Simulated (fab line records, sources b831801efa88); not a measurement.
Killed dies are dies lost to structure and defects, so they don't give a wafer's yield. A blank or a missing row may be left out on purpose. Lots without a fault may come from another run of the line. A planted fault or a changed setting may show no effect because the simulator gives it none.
Split-lot experiment | flow sfq_line | 5 lots, 23 wafers read, on a route of 325 steps

THE SPLIT
At SFQ_TRILAYER_M4_LITHO_EXPOSE_094 (exposes mask M4, target cd 500 nm), the setting dose_mj was moved away from the recipe's 14.4 on 10 of the 23 wafers read, by -6.1% to +7.0%. The other wafers ran this setting at the recipe's value.

FROM THE SPLIT TO THE READING: what the file shows between them, 2 steps
- SFQ_TRILAYER_M4_LITHO_PEB_096: peb time 60 s
- SFQ_TRILAYER_M4_LITHO_DEVELOP_095: time 60 s

THE READING
M4.cd_nm (the simulator's own value, which no gauge read), in nm, at SFQ_TRILAYER_M4_BARC_OPEN_METAL_ETCH_123 (etches BARC in O2, target depth 125 nm, time 41.7 s). The file gives no usual value for it. The 13 wafers here that ran the recipe average 490.5 nm, standard deviation 1 nm.

wafer  | tool, chamber at the split | dose_mj as run | against the recipe | M4.cd_nm, nm | against lot-mates on the recipe
L075.1 | krf_scanner-02, 0          | 14.4           | recipe             | 489.6        | -
L075.6 | krf_scanner-02, 0          | 14.4           | recipe             | 489.6        | -
L075.3 | krf_scanner-02, 0          | 13.52          | -6.1%              | 500.1        | +10.0
L075.4 | krf_scanner-02, 0          | 14.4           | recipe             | 491.2        | -
L075.5 | krf_scanner-02, 0          | 13.52          | -6.1%              | 501          | +10.9
L079.1 | krf_scanner-01, 0          | 14.4           | recipe             | 489.6        | -
L079.4 | krf_scanner-01, 0          | 14.4           | recipe             | 488.2        | -
L079.6 | krf_scanner-01, 0          | 14.4           | recipe             | 490.5        | -
L080.1 | krf_scanner-01, 0          | 14.4           | recipe             | 491.5        | -
L080.3 | krf_scanner-01, 0          | 14.93          | +3.7%              | 485.2        | -6.6
L080.4 | krf_scanner-01, 0          | 14.4           | recipe             | 492.1        | -
L080.5 | krf_scanner-01, 0          | 14.93          | +3.7%              | 485          | -6.8
L080.6 | krf_scanner-01, 0          | 14.93          | +3.7%              | 484.7        | -7.1
L081.1 | krf_scanner-01, 0          | 15.26          | +6.0%              | 482          | -9.1
L081.2 | krf_scanner-01, 0          | 14.4           | recipe             | 490.8        | -
L081.3 | krf_scanner-01, 0          | 15.26          | +6.0%              | 481.4        | -9.7
L081.4 | krf_scanner-01, 0          | 14.4           | recipe             | 490.7        | -
L081.6 | krf_scanner-01, 0          | 14.4           | recipe             | 491.9        | -
L085.2 | krf_scanner-01, 0          | 14.4           | recipe             | 490.7        | -
L085.3 | krf_scanner-01, 0          | 15.41          | +7.0%              | 481.1        | -9.4
L085.4 | krf_scanner-01, 0          | 15.41          | +7.0%              | 480.2        | -10.3
L085.5 | krf_scanner-01, 0          | 14.4           | recipe             | 490.3        | -
L085.6 | krf_scanner-01, 0          | 15.41          | +7.0%              | 479.8        | -10.7

THE FIT
A straight line over all 23 wafers: M4.cd_nm changes by -1.52 nm for each +1% of dose_mj; r = -0.99; the points scatter about the line by 0.9 nm.
The same after taking each lot's own level away (the mean of its wafers on the recipe; 23 wafers): -1.59 nm for each +1%; r = -0.99; scatter 0.82 nm.
On that fit, the largest move of dose_mj shifts the reading by 11 nm.
The lots' own levels span 489.43 to 491.80 nm, that is 2.3 times the standard deviation above.
So the lot-to-lot level changes the slope little: the two slopes agree.
Check: with one of the wafers moved furthest among these (+7.0%) left out of the fit, the line predicts -11.4 nm for it against its lot-mates. It came out at -9.4 nm against them.

OTHER SPLITS ON THESE WAFERS
These wafers also went through other splits before the reading. Each is held against what the fit with the lots' levels taken away leaves over:
other split on the same wafers                            | wafers away from the commonest value | r with M4.cd_nm (lot level and that fit taken away)
SFQ_TRILAYER_M3_DEP_SPUTTER_073 time_s                    | 9                                    | -0.18
SFQ_TRILAYER_M3_LITHO_PEB_078 peb_time_s                  | 2                                    | -0.24
SFQ_TRILAYER_I3_VIA_LITHO_EXPOSE_086 dose_mj              | 7                                    | +0.29
SFQ_TRILAYER_I3_VIA_BARC_OPEN_VIA_ETCH_121 pressure_mtorr | 15                                   | -0.15
SFQ_TRILAYER_M4_DEP_SPUTTER_091 time_s                    | 10                                   | -0.16

THE FILE'S OWN FIT
M4.cd_nm changes by -1.59 nm for each +1% of dose_mj, r = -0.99.
